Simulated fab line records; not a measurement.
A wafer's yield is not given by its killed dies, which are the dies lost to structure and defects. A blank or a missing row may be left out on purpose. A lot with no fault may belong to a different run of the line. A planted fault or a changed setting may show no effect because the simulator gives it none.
Which tool is to blame?	flow sky130	12 lots with 36 wafers sampled at 5 steps, on a route of 708 steps

== WHAT THE GAUGES READ, wafer by wafer ==
SKY_LDD_HVN_TW_MEAS_10.
lot	measured	on	LDD_HVN_TW
L748	day 20 05:11	filmMetro-04	1475 1472 1472
L749	day 20 07:07	filmMetro-01	1460 1465 1474
L750	day 20 21:38	filmMetro-03	1429 1427 1425
L752	day 21 21:36	filmMetro-03	1422 1424 1426
L753	day 22 08:34	filmMetro-01	1459 1455 1460
L756	day 23 10:54	filmMetro-03	1427 1428 1424
L760	day 26 21:35	filmMetro-04	1398 1392 1399
L762	day 27 01:33	filmMetro-04	1400 1396 1404
L764	day 27 02:11	filmMetro-04	1466 1484 1485
L767	day 27 18:06	filmMetro-01	1464 1465 1465
L769	day 28 07:58	filmMetro-01	1447 1462 1454
L770	day 28 14:37	filmMetro-04	1477 1477 1476

SKY_LDD_LDN_TW_MEAS_13.
lot	measured	on	LDD_LDN_TW
L748	day 22 18:08	filmMetro-02	1485 1487 1504
L749	day 22 19:58	filmMetro-03	1451 1456 1456
L750	day 23 10:25	filmMetro-04	1541 1530 1533
L752	day 24 10:39	filmMetro-03	1465 1463 1462
L753	day 24 21:49	filmMetro-02	1491 1488 1490
L756	day 25 22:32	filmMetro-04	1520 1513 1524
L760	day 29 07:16	filmMetro-03	1455 1447 1459
L762	day 29 10:44	filmMetro-03	1452 1452 1451
L764	day 29 11:56	filmMetro-04	1524 1526 1526
L767	day 30 02:50	filmMetro-02	1487 1493 1501
L769	day 30 16:19	filmMetro-04	1513 1512 1518
L770	day 30 22:55	filmMetro-04	1519 1521 1513

== WHICH TOOL RAN EACH LOT (tool, then ch and the chambers of the sampled wafers, then the start) ==
lot	SKY_GATE_OXIDE_STRIP_13	SKY_LDD_HVN_IMPLANT_08	SKY_LDD_LDN_STRIP_12
L748	plasmaAsher-02 ch 0,1, day 13 20:13	implanter-04 ch 0, day 20 04:58	plasmaAsher-01 ch 0,1, day 22 18:04
L749	plasmaAsher-02 ch 0,1, day 13 21:47	implanter-03 ch 0, day 20 06:55	plasmaAsher-01 ch 0,1, day 22 19:52
L750	plasmaAsher-03 ch 0,1, day 14 09:11	implanter-04 ch 0, day 20 21:23	plasmaAsher-03 ch 0,1, day 23 10:19
L752	plasmaAsher-02 ch 0,1, day 15 07:19	implanter-03 ch 0, day 21 21:22	plasmaAsher-03 ch 0,1, day 24 10:32
L753	plasmaAsher-03 ch 0,1, day 15 16:29	implanter-01 ch 0, day 22 08:19	plasmaAsher-01 ch 0,1, day 24 21:43
L756	plasmaAsher-03 ch 0,1, day 16 19:01	implanter-01 ch 0, day 23 10:40	plasmaAsher-04 ch 0, day 25 22:25
L760	plasmaAsher-03 ch 0,1, day 20 04:52	implanter-03 ch 0, day 26 21:20	plasmaAsher-04 ch 0,1, day 29 07:10
L762	plasmaAsher-03 ch 1, day 20 06:47	implanter-03 ch 0, day 27 01:19	plasmaAsher-04 ch 0,1, day 29 10:37
L764	plasmaAsher-03 ch 0,1, day 20 09:14	implanter-04 ch 0, day 27 01:56	plasmaAsher-04 ch 0,1, day 29 11:50
L767	plasmaAsher-03 ch 0,1, day 21 00:02	implanter-04 ch 0, day 27 17:52	plasmaAsher-03 ch 0, day 30 02:43
L769	plasmaAsher-03 ch 0,1, day 21 19:29	implanter-01 ch 0, day 28 07:43	plasmaAsher-01 ch 0,1, day 30 16:13
L770	plasmaAsher-02 ch 0,1, day 22 02:13	implanter-04 ch 0, day 28 14:25	plasmaAsher-04 ch 0,1, day 30 22:49
- SKY_GATE_OXIDE_STRIP_13: strips in O2/N2.
- SKY_LDD_HVN_IMPLANT_08
- SKY_LDD_LDN_STRIP_12: strips in O2/N2.

== WHAT THE TOOLS THEMSELVES READ (means of the sampled wafers that have a number; where no wafer has one, the mark that the record gives instead) ==
SKY_GATE_OXIDE_STRIP_13.
lot	tool	drypumpMotorCurrentA (A)	o2FlowSccm (sccm)	oesProductAu (a.u.)	stripTimeToEndpointS (s)
L748	plasmaAsher-02	6.1	3002	0.717	14.26
L749	plasmaAsher-02	6.0	2996	0.718	14.24
L750	plasmaAsher-03	6.1	2999	0.717	14.18
L752	plasmaAsher-02	5.9	2990	0.717	14.23
L753	plasmaAsher-03	6.1	3004	0.713	14.19
L756	plasmaAsher-03	6.1	2996	0.714	14.25
L760	plasmaAsher-03	5.9	3008	0.717	14.24
L762	plasmaAsher-03	6.3	3004	0.714	14.15
L764	plasmaAsher-03	5.9	3000	0.714	14.20
L767	plasmaAsher-03	6.1	2997	0.719	14.21
L769	plasmaAsher-03	5.9	2989	0.713	14.15
L770	plasmaAsher-02	6.1	3002	0.714	14.20

SKY_LDD_HVN_IMPLANT_08.
lot	tool	beamEnergyKeV
L748	implanter-04	60.039
L749	implanter-03	60.026
L750	implanter-04	59.989
L752	implanter-03	60.012
L753	implanter-01	60.027
L756	implanter-01	59.989
L760	implanter-03	48.323
L762	implanter-03	48.316
L764	implanter-04	60.019
L767	implanter-04	60.001
L769	implanter-01	59.994
L770	implanter-04	60.020

SKY_LDD_LDN_STRIP_12.
lot	tool	drypumpMotorCurrentA (A)	o2FlowSccm (sccm)	oesProductAu (a.u.)	stripTimeToEndpointS (s)
L748	plasmaAsher-01	6.4	3007	0.714	14.07
L749	plasmaAsher-01	6.3	2996	0.718	14.10
L750	plasmaAsher-03	5.9	3005	0.719	14.17
L752	plasmaAsher-03	6.1	2993	0.713	14.15
L753	plasmaAsher-01	6.3	2993	0.717	14.18
L756	plasmaAsher-04	5.2	3017	0.717	14.27
L760	plasmaAsher-04	6.3	3003	0.710	14.20
L762	plasmaAsher-04	6.2	2999	0.716	14.20
L764	plasmaAsher-04	5.7	2991	0.718	14.16
L767	plasmaAsher-03	5.7	3000	0.714	14.19
L769	plasmaAsher-01	6.3	2997	0.712	14.21
L770	plasmaAsher-04	5.7	3001	0.717	14.19

== THE ANSWER, worked out from the rows above alone ==
Rule: the usual values come from the lots themselves. Put in order of their means at a reading, lots are off if they are a third of the lots or fewer, leave a main group of 4 or more, and stand apart from it by a gap of 3 or more times the standard deviation of the main group's means; of several such gaps the widest counts. A main group is skipped when, at the precision printed for the reading in the tables above, its means are all equal. Also off: a lot with no number at a reading for which 4 or more lots have one. The other lots that the step has rows for count as sound. The gauges are gone through in route order, then the tools' own readings, and for those a lot's mean is taken as printed above. The first step at which some lot is off is used, and at that step the reading that is off furthest; a lot without a number counts as furthest.
Off at SKY_LDD_HVN_IMPLANT_08 (beamEnergyKeV): L760, L762. Mean 60.012 and standard deviation 0.017 in the main group.
If a tool, at that step or one of the process steps before it, ran each lot that is off and ran no sound lot following the first of them, it fits. One fits: SKY_LDD_HVN_IMPLANT_08 on implanter-03. A fault onset in the window from L752 (day 21 21:22, its last sound lot) to L760 (day 26 21:20, its first lot off) fits.
The tool's own readings at SKY_LDD_HVN_IMPLANT_08 bear it out: on the lots that are off they differ by more than 5 times the standard deviation of the sound lots' means. beamEnergyKeV reads 48.320 there against 60.012 on the sound lots.

== WHAT THE SIMULATOR PUT IN ==
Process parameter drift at SKY_LDD_HVN_IMPLANT_08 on implanter-03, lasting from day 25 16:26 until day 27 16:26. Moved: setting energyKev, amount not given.
Lots struck among those shown: L760, L762. The rule above found the same.
